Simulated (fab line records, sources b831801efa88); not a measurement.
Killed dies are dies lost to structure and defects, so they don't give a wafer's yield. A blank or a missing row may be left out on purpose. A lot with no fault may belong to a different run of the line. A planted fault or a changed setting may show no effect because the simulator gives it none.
Comparing a struck lot with a sound one / flow sky130 / 16 out of 708 route steps
Sound: wafers L607.1, L607.4, L607.6. Struck: wafers L612.1, L612.4, L612.6. Last of all comes the cause.
For every step that has rows: the tool of each side, followed by ch and its chambers, followed by its first start. Under that, the readings that differ: sound wafers / struck wafers / difference of the means / sigmas: that difference in standard deviations of wafers without a fault.
alike: a reading whose means differ by less than 2 such deviations, as well as words and numbers matching on both sides. not compared: withheld readings; readings where some wafer has no value; bounds like >300 that might hide an equal value; numbers whose values overlap and for which the record gives no deviation.
The two part at a step that has a row with sigmas, a row that says differs or no value, or rows on one side only. Non-overlapping numbers with no deviation appear without sigmas and do not part them. A reading missing from all wafers of one side parts the sides only when that side holds two or more wafers.

SKY_NWELL_RS_MEAS_29: measures by four-point-probe.
  sound: film_metro-04 at day 6 07:21; struck: film_metro-02 at day 7 13:32
reading=NWELL_RS (ohm/sq); sound=627.0 627.1 628.5; struck=622.9 621.9 621.0; difference=-5.6; sigmas=-4
SKY_NWELL_RS_MEAS_31: measures by four-point-probe.
  sound: film_metro-04 at day 6 07:35; struck: film_metro-02 at day 7 13:46
  alike: PWDE_RS
then, 7 steps without rows for these wafers: SKY_VT_ADJUST_HVTP_DEHYDRATE_00 (time 60 s); SKY_VT_ADJUST_HVTP_HMDS_01 (prime time 60 s); SKY_VT_ADJUST_HVTP_COAT_02 (resist thk 1140 nm); SKY_VT_ADJUST_HVTP_SOFTBAKE_03 (time 60 s); SKY_VT_ADJUST_HVTP_EXPOSE_04 (exposes mask HVTPM, target cd 380 nm); SKY_VT_ADJUST_HVTP_PEB_05; SKY_VT_ADJUST_HVTP_DEVELOP_06 (develop time 60 s).
SKY_VT_ADJUST_HVTP_CD_MEAS_07: the cd target is 380 nm.
  sound: cd_sem-01 at day 7 02:09; struck: cd_sem-02 at day 8 10:18
  alike: cd_nm
SKY_VT_ADJUST_HVTP_OVL_MEAS_08:
  sound: overlay-01 at day 7 02:16; struck: overlay-01 at day 8 10:25
  alike: VT_ADJUST_HVTP_OVL
SKY_VT_ADJUST_HVTP_IMPLANT_09:
  sound on implanter-04 ch 0, day 7 02:18; struck on implanter-03 ch 0, day 8 10:28
reading=dose_ions_cm2; sound=4.301e+12 4.296e+12 4.289e+12; struck=2.67e+12 2.675e+12 2.664e+12; difference=-1.63e+12; sigmas=-99 or more
reading=faraday_current_uA; sound=24.2 25.0 24.3; struck=14.6 14.9 15.1; difference=-9.6; sigmas=-23
  alike: beam_on_s
SKY_VT_ADJUST_HVTP_STRIP_10: strips in O2/N2.
  sound on plasma_asher-01 ch 0,1, day 7 02:27; struck on plasma_asher-04 ch 1, day 8 10:37
reading=strip_time_to_endpoint_s (s); sound=14.12 14.14 14.15; struck=14.23 14.23 14.19; difference=+0.08; sigmas=+2
  alike: drypump_motor_current_A, oes_product_au
  not compared: rf_hours_counter_h
SKY_VT_ADJUST_HVTP_TW_MEAS_11:
  sound: film_metro-01 at day 7 02:33; struck: film_metro-01 at day 8 10:43
reading=VT_ADJUST_HVTP_TW; sound=1339 1347 1356; struck=1142 1152 1145; difference=-201; sigmas=-9
then, 1 step without rows for these wafers: SKY_VT_ADJUST_LVTN_DEHYDRATE_00 (time 60 s).
-- a jump in the record: the struck wafers' starts before and after are 40 days apart (it breaks off in module VT_ADJUST_LVTN and resumes in module PAD_OPEN, where the first step shown is number 708 of the route) --
SKY_PAD_OPEN_PROBE_99:
  only the struck wafers here have rows in the record (prober-02, day 48 08:23); the sound ones have none

## WHERE THEY PART
First at SKY_NWELL_RS_MEAS_29; last, within this record, at SKY_PAD_OPEN_PROBE_99.

WHY: what the simulator had put in
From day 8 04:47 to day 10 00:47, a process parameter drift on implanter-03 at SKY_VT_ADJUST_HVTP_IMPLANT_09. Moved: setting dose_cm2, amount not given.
